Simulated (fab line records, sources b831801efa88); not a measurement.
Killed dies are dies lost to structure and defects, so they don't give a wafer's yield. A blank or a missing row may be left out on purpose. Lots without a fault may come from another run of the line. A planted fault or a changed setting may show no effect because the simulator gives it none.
One fault seen from 2 desks | flow gf180mcu | each desk has only its own numbers; what lay behind them comes last

THE TOOL OWNER'S DESK: cvd_w-01
The tool's own readings at GF_V4_CVD_23 (deposits W, target thk 350 nm, time 104.9 s): means of the sampled wafers that have a number, for each lot that ran on this tool. A lot is out of limits, marked OUT, if its mean lies more than 4 standard deviations from the usual mean; the brackets give that distance.
Columns: A = chamber_pressure_Torr at GF_V4_CVD_23, usual 40.00 Torr; B = heater_power_w at GF_V4_CVD_23, usual 879 W
lot  | first seen here | A     | B
L523 | day 24 20:17    | 40.04 | 936
L524 | day 25 06:54    | 39.92 | 948
L527 | day 25 23:00    | 40.07 | 1045
L532 | day 28 02:52    | 40.02 | 953
L533 | day 28 06:08    | 40.00 | 957
L535 | day 28 19:44    | 39.94 | 848
L545 | day 31 10:38    | 40.01 | 852
This desk's finding: nothing out of limits on any of the 7 lots.

THE METROLOGY DESK
What the gauges read, lot by lot, whatever tool the lot ran on: means of the sampled wafers that have a number. A lot is out of limits, marked OUT, if its mean lies more than 4 standard deviations from the usual mean; the brackets give that distance.
Columns: A = V4_CVD_02_THK at GF_V4_THK_MEAS_03, usual 850 nm; B = V4_W_RS at GF_V4_RS_MEAS_24, usual 0.327 ohm/sq; C = V4_W_THK at GF_V4_THK_MEAS_25, usual 344 nm; D = MIM_CVD_05_THK at GF_MIM_THK_MEAS_06, usual 41.9 nm
lot  | first seen here | A   | B               | C             | D
L522 | day 23 16:23    | 855 | 0.333           | 338           | 42.5
L523 | day 23 20:38    | 847 | 0.324           | 347           | 41.8
L524 | day 24 07:13    | 848 | 0.323           | 349           | 42.1
L526 | day 24 21:42    | 853 | 0.328           | 343           | 41.8
L527 | day 25 00:59    | 847 | 0.333           | 338           | 42.1
L532 | day 27 04:50    | 856 | 0.331           | 337           | 41.9
L533 | day 27 09:25    | 858 | 0.463 (+39) OUT | 277 (-12) OUT | 42.0
L535 | day 27 22:26    | 863 | 0.580 (+72) OUT | 222 (-23) OUT | 42.1
L542 | day 29 17:35    | 845 | 0.328           | 336           | 41.5
L543 | day 30 01:09    | 843 | 0.326           | 349           | 41.7
L545 | day 30 15:59    | 863 | 0.330           | 341           | 42.4
This desk's finding: out of limits on L533, L535; first on L533, day 28 06:16 (V4_W_RS at GF_V4_RS_MEAS_24). In limits: L522, L523, L524, L526, L527, L532, L542, L543, L545.

PUT TOGETHER
The metrology desk could have raised an alarm at day 28 06:16, on L533, L535.
The tool owner's desk saw nothing out of limits.
The tool owner's desk has L533, L535 on record, within its limits.
Of the lots named, all ran GF_V4_CVD_23 on cvd_w-01.

WHAT THE SIMULATOR HAD PUT IN
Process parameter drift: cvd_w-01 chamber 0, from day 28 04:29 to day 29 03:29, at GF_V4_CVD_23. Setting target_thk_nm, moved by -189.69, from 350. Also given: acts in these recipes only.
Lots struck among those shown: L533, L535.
Hours from the fault's start to each desk's first reading out of limits: the metrology desk, 2.
